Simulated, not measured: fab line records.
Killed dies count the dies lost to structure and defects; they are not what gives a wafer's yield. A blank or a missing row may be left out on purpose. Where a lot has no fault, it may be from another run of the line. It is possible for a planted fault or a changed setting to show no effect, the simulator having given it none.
Which of the tools did it? | flow gf180mcu | 13 lots with 39 wafers sampled at 4 steps, on a route of 602 steps

## WHAT THE GAUGES READ, wafer by wafer
GF_VT_IMPLANT_RS_MEAS_47: measurement is done with a four-point probe.
lot  | measured     | on           | NWELL_RS (ohm/sq)
L810 | day 7 20:21  | filmMetro-04 | 487.2 487.2 486.3
L811 | day 8 02:39  | filmMetro-01 | 487.7 486.9 488.1
L812 | day 8 12:07  | filmMetro-04 | 488.6 489.6 489.7
L813 | day 8 18:59  | filmMetro-01 | 489.3 488.5 490.0
L815 | day 9 05:09  | filmMetro-03 | 489.0 489.7 488.1
L816 | day 9 12:22  | filmMetro-03 | 487.7 487.4 488.3
L820 | day 10 17:38 | filmMetro-04 | 487.3 487.9 487.5
L821 | day 10 19:17 | filmMetro-01 | 488.4 489.1 488.4
L824 | day 11 17:36 | filmMetro-03 | 479.8 480.5 480.5
L825 | day 11 23:37 | filmMetro-03 | 478.8 477.8 477.7
L827 | day 12 18:28 | filmMetro-04 | 485.7 485.2 486.5
L829 | day 13 06:03 | filmMetro-03 | 485.7 487.9 486.3
L831 | day 14 00:06 | filmMetro-03 | 488.8 487.8 487.8

GF_M3_CD_MEAS_14: the cd target is 280 nm.
lot  | measured     | on       | cdNm (nm)
L810 | day 21 19:32 | cdSem-02 | 280.8 281.8 280.4
L811 | day 22 08:41 | cdSem-02 | 279.2 280.4 279.9
L812 | day 22 18:14 | cdSem-02 | 280.2 280.3 279.9
L813 | day 23 09:16 | cdSem-01 | 280.4 280.7 281.4
L815 | day 23 19:41 | cdSem-02 | 279.9 279.2 279.7
L816 | day 23 23:50 | cdSem-02 | 281.9 281.1 281.8
L820 | day 25 10:32 | cdSem-02 | 280.7 280.9 280.1
L821 | day 25 13:42 | cdSem-01 | 280.6 279.5 280.5
L824 | day 26 13:24 | cdSem-02 | 279.4 278.7 279.2
L825 | day 26 20:19 | cdSem-01 | 281.2 280.5 282.4
L827 | day 27 12:38 | cdSem-02 | 280.7 280.7 280.0
L829 | day 28 02:25 | cdSem-01 | 280.0 280.5 280.6
L831 | day 28 20:09 | cdSem-01 | 281.0 279.9 280.9

## EACH LOT AND THE TOOL THAT RAN IT (in order: tool; ch and the chambers of the sampled wafers; start)
lot  | GF_NWELL_IMPLANT_08            | GF_V2_ETCH_17
L810 | implanter-03 ch 0, day 3 13:25 | rieDiel-01 ch 0,1, day 21 19:32 or earlier
L811 | implanter-02 ch 0, day 3 17:40 | rieDiel-01 ch 0,1,2, day 22 08:41 or earlier
L812 | implanter-02 ch 0, day 4 01:25 | rieDiel-01 ch 0,1,3, day 22 18:14 or earlier
L813 | implanter-03 ch 0, day 4 07:39 | rieDiel-01 ch 0,1,2, day 23 09:16 or earlier
L815 | implanter-03 ch 0, day 4 16:20 | rieDiel-03 ch 0,1,2, day 23 19:41 or earlier
L816 | implanter-03 ch 0, day 4 21:13 | rieDiel-03 ch 1,2, day 23 23:50 or earlier
L820 | implanter-02 ch 0, day 5 21:06 | rieDiel-01 ch 1,2,3, day 25 10:32 or earlier
L821 | implanter-03 ch 0, day 6 00:25 | rieDiel-01 ch 0,1, day 25 13:42 or earlier
L824 | implanter-03 ch 0, day 6 18:20 | rieDiel-03 ch 1,2,3, day 26 13:24 or earlier
L825 | implanter-03 ch 0, day 6 22:21 | rieDiel-03 ch 2,3, day 26 20:19 or earlier
L827 | implanter-02 ch 0, day 7 12:29 | rieDiel-02 ch 0,1,2, day 27 12:38 or earlier
L829 | implanter-04 ch 0, day 7 21:10 | rieDiel-01 ch 1,2, day 28 02:25 or earlier
L831 | implanter-04 ch 0, day 8 11:14 | rieDiel-01 ch 2,3, day 28 20:09 or earlier
- GF_NWELL_IMPLANT_08
- GF_V2_ETCH_17: etches SiO2 in C4F8/O2/Ar, stops on TiN, target depth 630 nm.

## WHAT THE TOOLS THEMSELVES READ (means of the sampled wafers that have a number; where no wafer has one, the mark that the record gives instead)
GF_NWELL_IMPLANT_08.
lot  | tool         | beamEnergyKeV | beamOnS (s)
L810 | implanter-03 | 450.14        | 9.90
L811 | implanter-02 | 450.26        | 10.16
L812 | implanter-02 | 449.88        | 9.80
L813 | implanter-03 | 449.96        | 9.75
L815 | implanter-03 | 449.97        | 9.92
L816 | implanter-03 | 449.98        | 10.10
L820 | implanter-02 | 449.94        | 10.07
L821 | implanter-03 | 450.21        | 9.95
L824 | implanter-03 | 494.37        | 10.15
L825 | implanter-03 | 494.32        | 9.89
L827 | implanter-02 | 449.97        | 10.12
L829 | implanter-04 | 449.90        | 9.98
L831 | implanter-04 | 450.02        | 9.97

GF_V2_ETCH_17.
lot  | tool       | oesProductAu (a.u.)
L810 | rieDiel-01 | 0.856
L811 | rieDiel-01 | 0.854
L812 | rieDiel-01 | 0.852
L813 | rieDiel-01 | 0.857
L815 | rieDiel-03 | 0.858
L816 | rieDiel-03 | 0.854
L820 | rieDiel-01 | 0.854
L821 | rieDiel-01 | 0.857
L824 | rieDiel-03 | 0.851
L825 | rieDiel-03 | 0.849
L827 | rieDiel-02 | 0.857
L829 | rieDiel-01 | 0.853
L831 | rieDiel-01 | 0.853

## THE ANSWER, worked out from the rows above alone
Rule: what is usual is taken from the lots themselves. Put in order of their means at a reading, lots are off if they are a third of the lots or fewer, leave a main group of 4 or more, and stand apart from it by a gap of 3 or more times the standard deviation of the main group's means; of several such gaps the widest counts. A main group is skipped when, at the precision printed for the reading in the tables above, its means are all equal. A lot without any number at a reading at which 4 lots or more have one is off too. Any other lot the step has rows for is counted as sound. Order of review: gauges by route order, followed by the tools' own readings, for which a lot's mean as printed above is used. The first step at which some lot is off is used, and at that step the reading that is off furthest; a lot without a number counts as furthest.
Off: at GF_VT_IMPLANT_RS_MEAS_47 (NWELL_RS), L824, L825. Main group: mean 487.9 ohm/sq, sd 1.1.
If a tool, at a process step before that reading, ran all the lots that are off and no sound lot after the first of them, it fits. Not tried: the gauges at GF_VT_IMPLANT_RS_MEAS_47; whatever is off there is also off at GF_NWELL_IMPLANT_08, on other tools, and gauge error can't account for it. One fits: GF_NWELL_IMPLANT_08 on implanter-03. Its last sound lot is L821 (day 6 00:25), its first lot that is off L824 (day 6 18:20): a fault that began between those two fits.
On the lots that are off, the tool's own readings at GF_NWELL_IMPLANT_08 differ by more than 5 times the standard deviation of the sound lots' means, which bears it out; beamEnergyKeV reads 494.35 there versus 450.02 on the sound lots.

## WHAT HAD BEEN PUT IN BY THE SIMULATOR
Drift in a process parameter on implanter-03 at GF_NWELL_IMPLANT_08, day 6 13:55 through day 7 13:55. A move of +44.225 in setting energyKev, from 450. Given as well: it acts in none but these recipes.
Lots struck among those shown: L824, L825. The rule above found the same.
